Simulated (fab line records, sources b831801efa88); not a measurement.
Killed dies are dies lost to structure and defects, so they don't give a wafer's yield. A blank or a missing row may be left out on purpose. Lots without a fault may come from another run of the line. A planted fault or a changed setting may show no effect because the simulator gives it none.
Chamber matching | flow gf180mcu | GF_STI_ETCH_14 on rie_si-02: 4 sister chambers
The step etches Si in HBr/Cl2/O2, target depth 360 nm, time 102.9 s. 8 wafers are shown with their chamber, then 7 later ones without.

WAFERS WITH THEIR CHAMBER
wafer  | chamber | drypump_motor_current_A (A) | oes_product_au (a.u.)
L384.2 | 2       | 5.5                         | 0.998
L384.4 | 1       | 5.7                         | 1.005
L384.6 | 3       | 6.0                         | 1.005
L396.3 | 1       | 5.8                         | 1.010
L396.4 | 2       | 5.5                         | 0.992
L396.6 | 0       | 5.9                         | 0.996
L397.1 | 0       | 6.0                         | 1.004
L397.5 | 3       | 6.0                         | 1.013

WAFERS WITHOUT THEIR CHAMBER
wafer  | drypump_motor_current_A (A) | oes_product_au (a.u.)
L397.6 | 6.0                         | 0.987
L398.2 | 5.5                         | 0.991
L398.5 | 6.1                         | 1.009
L398.6 | 6.0                         | 0.995
L399.1 | 6.0                         | 0.998
L399.3 | 5.6                         | 0.987
L399.4 | 6.1                         | 1.010

WHICH CHAMBER EACH WENT THROUGH
wafer  | from the rows above     | in truth
L397.6 | can't be placed: 0 or 3 | 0
L398.2 | 2                       | 2
L398.5 | can't be placed: 3 or 0 | 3
L398.6 | can't be placed: 0 or 3 | 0
L399.1 | can't be placed: 0 or 3 | 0
L399.3 | 2                       | 2
L399.4 | can't be placed: 3 or 0 | 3
Placed correctly: 2 of 7. Can't be placed from these rows: 5 (the true chamber is among the candidates in 5). Placed wrongly: 0.
How it was worked out, from the rows above alone: a wafer's distance from a chamber is the root of the sum, over the readings, of the square of ((its reading less the chamber's mean) divided by the reading's scatter). The wafer belongs to the nearest chamber; if the next one is less than 2 further off, it can't be placed. A chamber's mean is the mean of its shown wafers. The scatter: the root of (the sum of the squares of (reading less its chamber's mean) over the shown wafers, divided by (wafers less chambers)).
